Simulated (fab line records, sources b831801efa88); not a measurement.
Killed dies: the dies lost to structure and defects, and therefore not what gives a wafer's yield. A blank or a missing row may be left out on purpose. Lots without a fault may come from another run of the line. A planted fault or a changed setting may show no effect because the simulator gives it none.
fab line records	flow sky130
[record] lots = 15	wafers = 45	last-day = 50
route steps=708 shown METAL2@484
lots with no fault: from the same line, run without faults
start-h: the number of hours between the record's first day and the start of the first shown wafer of the lot	wait-h: how many hours have passed since the lot's step before this one	" repeats the value in the row above	L1.1+2: a single row standing in for several wafers	- either no value or no given start	* or withheld: withheld	< > ~ a bound
route shown NAME@n: a module of which the file shows steps, and the number in the route of the first	usual: mean and standard deviation over wafers with no fault	same: alike in all rows	chamber/n: place in a boat	sites: per-site readings	_std_site: the values' standard deviation	_edge_site: mean of outer sites minus mean of inner sites	radius-mm: for every site, how far away it sits from the centre of the wafer	mask NAME#n: copy n	behind: the last tool/chamber to shape the wafer	hold: why the lot went on hold/how many hours it stayed there/how the hold came to an end	device: transistor that didn't switch, given as n, p or np	end of line: tests of these same wafers at the route's end	step lacking rows: just its recipe	killed: dies lost to structure and defects at the first sort, not the wafer's yield	map: dies across one wafer; x = killed, . = not, _ = none there
set.NAME: setting as actually run; set.NAME@STEP: the setting as run at that earlier step	model.NAME: the simulator's own value behind a step, which no gauge read
route steps across a sampled set of lots; one table per step, one row per wafer
services: a tool's chamber out of use, with start hour (start-h, from the record's first day; less than 0 if before it), hours out, and reason
[[steps]]
[step SKY_METAL2_SPUTTER_01]
[recipe] material = TiN	target-thk-nm = 20	power-w = 6500	time-s = 16.7	chamber-pressure-pa = 0.4
[usual] throttle-valve-pct = 30.3/1.3
lot.wafer	tool	chamber	start-h	wait-h	throttle-valve-pct
L426.1	pvd-sputter-03	-	791.65	0.0	29.7
L426.2	"	-	"	"	32.3
L426.6	"	-	"	"	32.1
L427.2	pvd-sputter-04	-	803.35	0.0	28.9
L427.3	"	-	"	"	29.2
L427.4	"	-	"	"	27.6
L428.4	pvd-sputter-03	-	811.42	0.0	29.9
L428.5	"	-	"	"	31.1
L428.6	"	-	"	"	29.3
L429.3	pvd-sputter-04	-	820.32	0.0	28.8
L429.4	"	-	"	"	29.2
L429.5	"	-	"	"	27.6
L430.3	pvd-sputter-03	-	828.23	0.0	29.9
L430.5	"	-	"	"	29.6
L430.6	"	-	"	"	29.9
L438.3	pvd-sputter-03	-	890.02	0.0	29.5
L438.4	"	-	"	"	32.3
L438.6	"	-	"	"	29.5
L439.2	pvd-sputter-03	-	894.71	0.0	29.5
L439.3	"	-	"	"	29.8
L439.5	"	-	"	"	29.6
L440.3	pvd-sputter-03	-	899.02	0.0	29.4
L440.5	"	-	"	"	29.8
L440.6	"	-	"	"	31.4
L441.2	pvd-sputter-03	-	901.55	0.0	29.5
L441.5	"	-	"	"	31.4
L441.6	"	-	"	"	29.5
L442.2	pvd-sputter-03	-	919.66	0.0	32.4
L442.5	"	-	"	"	29.8
L442.6	"	-	"	"	32.5
L443.1	pvd-sputter-03	-	920.20	0.0	29.6
L443.4	"	-	"	"	29.3
L443.5	"	-	"	"	32.3
L444.1	pvd-sputter-04	-	929.61	0.0	29.7
L444.5	"	-	"	"	29.9
L444.6	"	-	"	"	28.8
L447.1	pvd-sputter-03	-	951.44	0.0	31.2
L447.2	"	-	"	"	29.7
L447.6	"	-	"	"	31.3
L448.1	pvd-sputter-01	-	964.66	0.0	28.7
L448.3	"	-	"	"	30.3
L448.5	"	-	"	"	29.6
L449.2	pvd-sputter-03	-	968.48	0.0	31.4
L449.3	"	-	"	"	32.4
L449.5	"	-	"	"	32.0
[step SKY_METAL2_PEB_13]
[recipe] peb-temp-c = withheld	peb-time-s = withheld	resist = KrF-thick
[usual] chill-plate-temp-C = *	exhaust-pa = 45.1/0.89	resist-line-temp-C = *
lot.wafer	tool	chamber	start-h	wait-h	chill-plate-temp-C	exhaust-pa	resist-line-temp-C
L426.1	litho-track-01	0	817	-	*	44.5	*
L426.2	"	0	"	"	*	44.2	*
L426.6	"	0	"	"	*	45.0	*
L427.2	litho-track-01	0	831	-	*	45.1	*
L427.3	"	0	"	"	*	45.9	*
L427.4	"	0	"	"	*	44.6	*
L428.4	litho-track-04	-	837	-	-	-	-
L428.5	"	-	"	"	-	-	-
L428.6	"	-	"	"	-	-	-
L429.3	litho-track-02	-	846	-	-	-	-
L429.4	"	-	"	"	-	-	-
L429.5	"	-	"	"	-	-	-
L430.3	litho-track-04	-	854	-	-	-	-
L430.5	"	-	"	"	-	-	-
L430.6	"	-	"	"	-	-	-
L438.3	litho-track-02	0	915	-	*	44.8	*
L438.4	"	0	"	"	*	46.2	*
L438.6	"	0	"	"	*	45.0	*
L439.2	litho-track-04	0	919	-	*	46.1	*
L439.3	"	0	"	"	*	46.9	*
L439.5	"	0	"	"	*	46.6	*
L440.3	litho-track-02	0	923	-	*	44.8	*
L440.5	"	0	"	"	*	45.0	*
L440.6	"	0	"	"	*	45.6	*
L441.2	litho-track-01	0	926	-	*	43.4	*
L441.5	"	0	"	"	*	45.7	*
L441.6	"	0	"	"	*	44.5	*
L442.2	litho-track-02	0	943	-	*	46.0	*
L442.5	"	0	"	"	*	46.6	*
L442.6	"	0	"	"	*	46.2	*
L443.1	litho-track-01	0	944	-	*	44.6	*
L443.4	"	0	"	"	*	44.6	*
L443.5	"	0	"	"	*	44.9	*
L444.1	litho-track-04	0	953	-	*	44.4	*
L444.5	"	0	"	"	*	43.7	*
L444.6	"	0	"	"	*	44.5	*
L447.1	litho-track-04	0	975	-	*	44.4	*
L447.2	"	0	"	"	*	45.5	*
L447.6	"	0	"	"	*	45.9	*
L448.1	litho-track-04	0	987	-	*	44.7	*
L448.3	"	0	"	"	*	44.8	*
L448.5	"	0	"	"	*	44.7	*
L449.2	litho-track-01	0	991	-	*	45.9	*
L449.3	"	0	"	"	*	45.1	*
L449.5	"	0	992	-	*	46.2	*
[step SKY_METAL2_OVL_MEAS_16]
[usual] METAL2_OVL = 0/5.5
lot.wafer	tool	chamber	start-h	wait-h	METAL2_OVL[nm]
L426.1	overlay-02	-	818.26	0.1	-3
L426.2	"	-	"	"	0
L426.6	"	-	"	"	-1
L427.2	overlay-01	-	832.11	0.1	-6
L427.3	"	-	"	"	-3
L427.4	"	-	"	"	-10
L428.4	overlay-02	-	837.65	0.1	-
L428.5	"	-	"	"	-
L428.6	"	-	"	"	-
L429.3	overlay-01	-	846.81	0.1	-
L429.4	"	-	"	"	-
L429.5	"	-	"	"	-
L430.3	overlay-02	-	855.14	0.1	-
L430.5	"	-	"	"	-
L430.6	"	-	"	"	-
L438.3	overlay-01	-	915.66	0.1	1
L438.4	"	-	"	"	-1
L438.6	"	-	"	"	1
L439.2	overlay-02	-	919.79	0.1	-5
L439.3	"	-	"	"	1
L439.5	"	-	"	"	0
L440.3	overlay-01	-	923.76	0.1	-1
L440.5	"	-	"	"	7
L440.6	"	-	"	"	-10
L441.2	overlay-01	-	926.87	0.1	9
L441.5	"	-	"	"	1
L441.6	"	-	"	"	2
L442.2	overlay-01	-	943.96	0.1	5
L442.5	"	-	"	"	1
L442.6	"	-	"	"	3
L443.1	overlay-01	-	944.76	0.1	-1
L443.4	"	-	"	"	-4
L443.5	"	-	"	"	1
L444.1	overlay-02	-	953.98	0.1	0
L444.5	"	-	"	"	6
L444.6	"	-	"	"	4
L447.1	overlay-01	-	975.68	0.1	-2
L447.2	"	-	"	"	-4
L447.6	"	-	"	"	3
L448.1	overlay-01	-	988.28	0.1	-9
L448.3	"	-	"	"	-4
L448.5	"	-	"	"	-6
L449.2	overlay-01	-	992.37	0.1	-3
L449.3	"	-	"	"	-5
L449.5	"	-	"	"	-7
[step SKY_METAL2_STRIP_20]
[recipe] chemistry = O2/N2	power-w = 1400	pressure-mtorr = 1500	platen-temp-c = withheld	o2-flow-sccm = 3000	n2-flow-sccm = 300	overash-fraction = 0.5
[usual] drypump-motor-current-A = 6.2/0.58	n2-flow-sccm = 300.0/0.86	oes-product-au = 0.343/0.0052	strip-time-to-endpoint-s = 2.71/0.067
lot.wafer	tool	chamber	start-h	wait-h	drypump-motor-current-A	n2-flow-sccm	oes-product-au	rf-hours-counter-h	strip-time-to-endpoint-s
L426.1	plasma-asher-01	0	818.48	0.1	5.9	300.3	0.344	43	2.82
L426.2	"	1	"	"	6.6	299.5	0.340	43	2.66
L426.6	"	0	"	"	5.9	300.2	0.349	-	2.82
L427.2	plasma-asher-04	0	832.33	0.1	6.4	300.6	0.345	66	2.71
L427.3	"	1	"	"	4.8	299.6	0.343	-	2.73
L427.4	"	0	"	"	6.3	299.9	0.337	-	2.70
L428.4	plasma-asher-04	1	837.88	0.1	4.8	301.3	0.333	-	2.63
L428.5	"	1	"	"	4.8	300.8	0.356	-	2.84
L428.6	"	0	"	"	6.3	302.2	0.349	-	2.64
L429.3	plasma-asher-04	1	847.06	0.1	4.7	298.1	0.343	-	2.68
L429.4	"	0	"	"	6.3	300.9	0.341	-	2.89
L429.5	"	1	"	"	4.7	298.6	0.340	-	2.69
L430.3	plasma-asher-03	0	855.38	0.1	6.5	300.0	0.327	-	2.57
L430.5	"	0	"	"	6.5	300.8	0.345	-	2.76
L430.6	"	1	"	"	6.7	300.1	0.342	-	2.59
L438.3	plasma-asher-03	1	915.91	0.1	6.7	300.0	0.347	-	2.69
L438.4	"	0	"	"	6.5	301.8	0.329	-	2.65
L438.6	"	0	"	"	6.5	301.6	0.342	-	2.73
L439.2	plasma-asher-01	0	920.00	0.1	5.9	300.6	0.345	54	2.69
L439.3	"	1	"	"	6.7	300.4	0.345	-	2.68
L439.5	"	1	"	"	6.7	300.5	0.343	-	2.62
L440.3	plasma-asher-04	1	924.01	0.1	4.7	300.0	0.347	-	2.71
L440.5	"	0	"	"	6.4	299.5	0.346	-	2.69
L440.6	"	1	"	"	4.7	299.9	0.346	-	2.68
L441.2	plasma-asher-01	1	927.08	0.1	6.7	299.7	0.352	55	2.80
L441.5	"	0	"	"	5.9	301.5	0.340	-	2.65
L441.6	"	1	"	"	6.6	300.1	0.346	-	2.83
L442.2	plasma-asher-01	0	944.17	0.1	5.9	299.9	0.350	56	2.76
L442.5	"	0	"	"	5.9	298.6	0.342	-	2.72
L442.6	"	1	"	"	6.6	299.9	0.330	-	2.64
L443.1	plasma-asher-03	0	944.98	0.1	6.5	299.1	0.343	21	2.77
L443.4	"	1	"	"	6.7	300.4	0.347	-	2.64
L443.5	"	0	"	"	6.5	298.9	0.345	-	2.78
L444.1	plasma-asher-01	0	954.39	0.1	5.9	300.5	0.343	58	2.72
L444.5	"	0	"	"	5.9	298.4	0.345	-	2.72
L444.6	"	1	"	"	6.7	299.7	0.340	-	2.71
L447.1	plasma-asher-01	0	975.90	0.1	5.9	300.5	0.348	61	2.69
L447.2	"	1	"	"	6.6	300.3	0.338	61	2.62
L447.6	"	1	"	"	6.6	300.3	0.345	-	2.61
L448.1	plasma-asher-03	1	988.50	0.1	6.7	300.4	0.345	26	2.73
L448.3	"	1	"	"	6.7	298.7	0.339	-	2.78
L448.5	"	0	"	"	6.5	301.0	0.350	-	2.76
L449.2	plasma-asher-01	1	992.58	0.1	6.7	301.5	0.341	63	2.66
L449.3	"	1	"	"	6.6	301.2	0.338	-	2.66
L449.5	"	0	"	"	5.9	299.5	0.344	-	2.64
[[services]]
tool	chamber	start-h	hours	kind
pvd-sputter-03	-	783.16	1.0	repair
pvd-sputter-01	-	789.07	3.5	repair
pvd-sputter-03	-	802.28	6.8	repair
plasma-asher-03	-	806.11	4.6	repair
plasma-asher-04	-	822.80	3.4	repair
pvd-sputter-04	-	826.72	8.1	repair
pvd-sputter-01	-	830.68	1.8	repair
pvd-sputter-04	-	857.37	13.4	repair
plasma-asher-01	-	860.48	1.4	repair
plasma-asher-01	-	875.32	1.2	repair
pvd-sputter-01	-	884.84	0.6	repair
pvd-sputter-04	-	896.00	9.3	repair
pvd-sputter-04	-	896.28	6.1	repair
litho-track-01	-	897.47	-	consumable-replace:filter
pvd-sputter-04	-	898.52	14.9	repair
pvd-sputter-04	-	938.80	2.7	repair
plasma-asher-04	-	946.41	72.2	repair
pvd-sputter-01	-	948.57	15.8	repair
[[key]]
[first-sign] step = SKY_METAL2_PEB_13	reading = tool-record	direction = missing
effect none on later readings
met-at SKY_METAL2_PEB_13
struck-lots L428,L429,L430
later-rows-left-out L428.4,L428.5,L428.6,L429.3,L429.4,L429.5,L430.3,L430.5,L430.6
sort-left-out L428.4,L428.5,L428.6,L429.3,L429.4,L429.5,L430.3,L430.5,L430.6
not-acting-at SKY_METAL2_SPUTTER_01,SKY_METAL2_OVL_MEAS_16,SKY_METAL2_STRIP_20
[fault] kind = skipped-step-whole	tool = litho-track-02,litho-track-04	chamber = -	onset-h = 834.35	steps = SKY_METAL2_PEB_13	scope = struck-lots-only
// sort-left-out: the simulated sort isn't trusted on such a fault, so these wafers' sort isn't shown, and their yield isn't known
// later-rows-left-out: the simulator's readings of these wafers behind a module that went badly wrong aren't trusted and aren't shown, but for the sort
